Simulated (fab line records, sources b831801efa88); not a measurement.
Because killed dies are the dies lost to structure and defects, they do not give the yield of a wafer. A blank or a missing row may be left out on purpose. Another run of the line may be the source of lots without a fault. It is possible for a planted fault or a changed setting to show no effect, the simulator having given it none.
2 desks, one fault -- flow sky130 -- each desk has only its own numbers; what lay behind them comes last

FROM THE METROLOGY DESK
What the gauges read, lot by lot, whatever tool the lot ran on: means of the sampled wafers that have a number. The brackets show how far a lot's mean lies from the usual mean; more than 4 standard deviations puts the lot out of limits, marked OUT.
Columns: A = VIA1_W_RS at SKY_VIA1_RS_MEAS_22, usual 0.428 ohm/sq; B = VIA1_W_THK at SKY_VIA1_THK_MEAS_23, usual 275 nm; C = METAL2_ALCU_RS at SKY_METAL2_RS_MEAS_05, usual 0.1269 ohm/sq; D = METAL2_ALCU_THK at SKY_METAL2_THK_MEAS_06, usual 248 nm; E = cd-nm at SKY_METAL2_CD_MEAS_15, usual 139.8 nm; F = METAL2_OVL at SKY_METAL2_OVL_MEAS_16, usual -3 nm
lot,first seen here,A,B,C,D,E,F
L640,day 34 00:07,0.426,276,0.1261,251,139.3,-1
L649,day 37 03:29,0.426,275,0.1272,248,139.6,0
L653,day 38 08:30,0.435,271,0.1288,242,140.0,-9
L654,day 38 10:26,0.430,275,0.1276,243,140.6,-1
L655,day 39 02:25,0.429,272,0.1283,240,138.9,2
L661,day 40 09:26,0.427,277,0.1272,247,137.9,-15
L662,day 41 00:33,0.432,276,0.1271,248,137.5,-7
This desk found nothing out of limits on any of the 7 lots.

FOR THE TOOL OWNER'S DESK: pvd-sputter-02
At SKY_METAL2_SPUTTER_04 (material TiN, target thk 70 nm, time 58.3 s) the tool's own readings: per lot run on this tool, the mean of the sampled wafers that have a number. The brackets show how far a lot's mean lies from the usual mean; more than 4 standard deviations puts the lot out of limits, marked OUT.
Columns: A = chamber-pressure-pa at SKY_METAL2_SPUTTER_04, usual 0.3999 Pa; B = throttle-valve-pct at SKY_METAL2_SPUTTER_04, usual 29.8 %
lot,first seen here,A,B
L649,day 37 04:50,0.4003,29.7
L653,day 38 09:03,0.2903 (-99 or more) OUT,35.0 (+4.7) OUT
L654,day 38 11:01,0.2904 (-99 or more) OUT,34.6 (+4.4) OUT
L655,day 39 02:58,0.2909 (-99 or more) OUT,34.7 (+4.5) OUT
This desk finds L653, L654, L655 out of limits, L653 being first, at day 38 09:03 (chamber-pressure-pa at SKY_METAL2_SPUTTER_04). L649 stayed within limits.

PUT TOGETHER
The tool owner's desk could have raised an alarm at day 38 09:03, on L653, L654, L655.
At the metrology desk, nothing out of limits was observed.
The metrology desk has L653, L654, L655 on record, within its limits.
On pvd-sputter-02, each named lot ran SKY_METAL2_SPUTTER_04.

WHAT WAS PUT IN BY THE SIMULATOR
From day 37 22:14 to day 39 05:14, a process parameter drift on pvd-sputter-02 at SKY_METAL2_SPUTTER_04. From 0.4, the setting chamber-pressure-pa moved by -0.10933. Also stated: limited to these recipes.
Struck lots among those shown: L653, L654, L655.
Time in hours from fault onset to the first out-of-limits reading at each desk: the tool owner's desk, 11.
